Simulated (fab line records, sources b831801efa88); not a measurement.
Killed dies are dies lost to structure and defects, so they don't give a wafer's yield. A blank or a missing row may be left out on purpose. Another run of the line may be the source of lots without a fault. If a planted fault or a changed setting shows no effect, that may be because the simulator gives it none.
A lot that was struck, set against a sound lot	flow sky130	35 steps out of a route of 708
Sound: these wafers, L537.2, L537.4, L537.5. Wafers L548.1, L548.3, L548.6 were the ones struck. At the end, the cause is stated.
For every step that has rows: the tool of each side, followed by ch and its chambers, followed by its first start. Under that, the readings that differ: sound wafers	struck wafers	difference of the means	sigmas: that difference in standard deviations of wafers without a fault.
alike: words and numbers the same on both sides, and readings whose means are apart by under 2 such deviations; not compared: readings that were withheld, readings missing a value for some wafer, numbers with overlapping values and no deviation given by the record, and bounds like >300 which may hide the same value.
A row with sigmas, a row that says differs or no value, or rows on one side alone: a step with any of these is where the two part. Numbers that have no deviation but don't overlap get no sigmas and don't part them. A reading that every wafer of one side lacks parts them only if that side has two wafers or more.

SKY_SD_P_CD_MEAS_07: target cd 380 nm.
  sound on cd_sem-01, day 23 04:50; struck on cd_sem-01, day 26 03:13
  alike: cd_nm
SKY_SD_P_OVL_MEAS_08:
  sound on overlay-01, day 23 04:56; struck on overlay-01, day 26 03:20
  alike: SD_P_OVL
following that, these wafers have no rows for 1 step: SKY_SD_P_IMPLANT_09.
SKY_SD_P_STRIP_10: strips in O2/N2.
  sound on plasma_asher-02 ch 0,1, day 23 05:07; struck on plasma_asher-02 ch 0,1, day 26 03:31
  alike: drypump_motor_current_A, oes_product_au, strip_time_to_endpoint_s
  not compared: rf_hours_counter_h
SKY_SD_P_TW_MEAS_11:
  sound on film_metro-04, day 23 05:13; struck on film_metro-02, day 26 03:37
  alike: SD_P_TW
then, 7 steps without rows for these wafers: SKY_RES_XHIGH_DEHYDRATE_00 (time 60 s); SKY_RES_XHIGH_HMDS_01 (prime time 60 s); SKY_RES_XHIGH_COAT_02 (resist thk 1140 nm); SKY_RES_XHIGH_SOFTBAKE_03 (time 60 s); SKY_RES_XHIGH_EXPOSE_04 (exposes mask URPM, target cd 1270 nm); SKY_RES_XHIGH_PEB_05; SKY_RES_XHIGH_DEVELOP_06 (develop time 60 s).
SKY_RES_XHIGH_IMPLANT_07:
  sound on implanter-01 ch 0, day 24 10:05; struck on implanter-04 ch 0, day 27 08:37
reading	sound	struck	difference	sigmas
implant_ion_amu	49 49 49	11 11 11	-38	
model.implant.rp_nm (nm)	17.29 17.29 17.29	64.39 64.39 64.39	+47.10	
model.implant.drp_nm (nm)	9.746 9.746 9.746	28.3 28.3 28.3	+18.6	
SKY_RES_XHIGH_STRIP_08: strips in O2/N2.
  sound on plasma_asher-02 ch 0,1, day 24 10:13; struck on plasma_asher-03 ch 0,1, day 27 08:46
reading	sound	struck	difference	sigmas
strip_time_to_endpoint_s (s)	14.36 14.34 14.33	14.22 14.24 14.22	-0.12	-3
  alike: drypump_motor_current_A, oes_product_au
  not compared: rf_hours_counter_h
SKY_RES_XHIGH_TW_MEAS_09:
  sound on film_metro-01, day 24 10:19; struck on film_metro-01, day 27 08:52
reading	sound	struck	difference	sigmas
RES_XHIGH_TW	1626 1633 1619	1056 1059 1057	-569	-75
then, 7 steps without rows for these wafers: SKY_SD_N_DEHYDRATE_00 (time 60 s); SKY_SD_N_HMDS_01 (prime time 60 s); SKY_SD_N_COAT_02 (resist thk 1140 nm); SKY_SD_N_SOFTBAKE_03 (time 60 s); SKY_SD_N_EXPOSE_04 (exposes mask NSDM, target cd 380 nm); SKY_SD_N_PEB_05; SKY_SD_N_DEVELOP_06 (develop time 60 s).
SKY_SD_N_CD_MEAS_07: target cd 380 nm.
  sound on cd_sem-01, day 25 14:23; struck on cd_sem-01, day 28 13:41
  alike: cd_nm
SKY_SD_N_OVL_MEAS_08:
  sound on overlay-01, day 25 14:29; struck on overlay-01, day 28 13:49
  alike: SD_N_OVL
then, 2 steps without rows for these wafers: SKY_SD_N_IMPLANT_09; SKY_SD_N_IMPLANT_10.
SKY_SD_N_STRIP_11: strips in O2/N2.
  sound on plasma_asher-04 ch 0,1, day 25 14:49; struck on plasma_asher-03 ch 0,1, day 28 14:08
reading	sound	struck	difference	sigmas
strip_time_to_endpoint_s (s)	22.61 22.57 22.61	22.51 22.50 22.49	-0.10	-2
  alike: drypump_motor_current_A, oes_product_au
  not compared: rf_hours_counter_h
SKY_SD_N_TW_MEAS_12:
  sound on film_metro-04, day 25 14:55; struck on film_metro-04, day 28 14:14
  alike: SD_N_TW
then, 1 step without rows for these wafers: SKY_SD_N_CLEAN_13 (cleans in SC1/SC2, time 150 s).
SKY_SD_N_RTA_14: time 2 s.
  sound on rtp_anneal-01 ch 0, day 25 15:02; struck on rtp_anneal-02 ch 0, day 28 14:21
  alike: lamp_power_pct, wafer_temp_C_max
SKY_SD_N_RS_MEAS_16: the measuring method here is four-point-probe.
  sound on film_metro-02, day 25 15:13; struck on film_metro-01, day 28 14:32
  alike: SD_N_RS
SKY_SD_N_RS_MEAS_17: the measuring method here is four-point-probe.
  sound on film_metro-02, day 25 15:20; struck on film_metro-01, day 28 14:39
  alike: SD_P_RS
SKY_SD_N_RS_MEAS_18: the measuring method here is four-point-probe.
  sound on film_metro-02, day 25 15:27; struck on film_metro-01, day 28 14:46
reading	sound	struck	difference	sigmas
RES_XHIGH_RS (ohm/sq)	330.7 331.1 331.5	260.2 259.3 260.0	-71.3	-59
then, 1 step without rows for these wafers: SKY_SALICIDE_CLEAN_00 (cleans in HF-last, time 30 s).
-- the record jumps here: 18 days lie between the struck wafers' starts before and after (it left off in module SALICIDE and takes up again in module PAD_OPEN, whose first step shown is number 708 of the route) --
SKY_PAD_OPEN_PROBE_99:
  sound on prober-01, day 44 08:34; struck on prober-01, day 46 10:19
reading	sound	struck	difference	sigmas
model.etest.res_xhigh_po.line_ohm_um	5401 5746 5655	4833 4739 4766	-821	
model.etest.res_xhigh_po.rs_ohm_sq	1912 1978 1946	1671 1667 1671	-276	
  alike: killed_at_M0_to_M3, killed_at_M4_up, killed_at_contacts, killed_at_front_end, killed_at_other, killed_dies, killed_open, killed_short

WHERE THEY PART
At SKY_RES_XHIGH_STRIP_08 first; at SKY_SD_N_RS_MEAS_18 last (within this record only). Later steps at which nothing parts them and some readings are alike: SKY_PAD_OPEN_PROBE_99.

WHY: what the simulator had put in
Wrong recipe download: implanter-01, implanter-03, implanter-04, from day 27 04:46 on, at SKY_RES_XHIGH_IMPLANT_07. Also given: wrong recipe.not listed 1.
